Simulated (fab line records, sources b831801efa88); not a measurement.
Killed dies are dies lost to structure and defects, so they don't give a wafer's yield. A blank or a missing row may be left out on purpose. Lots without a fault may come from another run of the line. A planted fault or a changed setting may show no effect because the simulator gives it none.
One fault seen from 2 desks | flow sky130 | each desk has only its own numbers; what lay behind them comes last

THE METROLOGY DESK
What the gauges read, lot by lot, whatever tool the lot ran on: means of the sampled wafers that have a number. A lot is out of limits, marked OUT, if its mean lies more than 4 standard deviations from the usual mean; the brackets give that distance.
Columns: A = NWELL_OXIDATION_THK at SKY_NWELL_THK_MEAS_02, usual 10.05 nm; B = SONOS_ONO_CVD_02_THK at SKY_SONOS_ONO_THK_MEAS_03, usual 10.49 nm
lot  | first seen here | A     | B
L771 | day 2 14:06     | 10.01 | 10.32
L772 | day 3 01:17     | 10.30 | 10.40
L774 | day 3 06:32     | 10.09 | 10.43
L775 | day 3 12:07     | 10.39 | 10.42
L776 | day 3 15:35     | 10.21 | 10.72
L777 | day 3 21:14     | 9.92  | 10.38
L778 | day 4 04:27     | 9.82  | 10.53
L783 | day 5 05:24     | 10.12 | 10.75
L789 | day 6 10:49     | 9.93  | 10.41
L793 | day 7 11:22     | 9.89  | 10.29
L794 | day 7 16:23     | 10.11 | 10.24
This desk's finding: nothing out of limits on any of the 11 lots.

THE TOOL OWNER'S DESK: litho_track-03
The tool's own readings at SKY_VT_ADJUST_PCH_COAT_02 (resist thk 3000 nm): means of the sampled wafers that have a number, for each lot that ran on this tool. A lot is out of limits, marked OUT, if its mean lies more than 4 standard deviations from the usual mean; the brackets give that distance.
Columns: A = dispense_pressure_kPa at SKY_VT_ADJUST_PCH_COAT_02, usual 50.6 kPa
lot  | first seen here | A
L771 | day 10 08:10    | 48.9
L772 | day 10 21:38    | 48.9
L776 | day 11 21:29    | 49.0
L777 | day 12 02:14    | 48.9
L783 | day 14 01:02    | 49.0
This desk's finding: nothing out of limits on any of the 5 lots.

PUT TOGETHER
The metrology desk saw nothing out of limits.
The tool owner's desk saw nothing out of limits.

WHAT THE SIMULATOR HAD PUT IN
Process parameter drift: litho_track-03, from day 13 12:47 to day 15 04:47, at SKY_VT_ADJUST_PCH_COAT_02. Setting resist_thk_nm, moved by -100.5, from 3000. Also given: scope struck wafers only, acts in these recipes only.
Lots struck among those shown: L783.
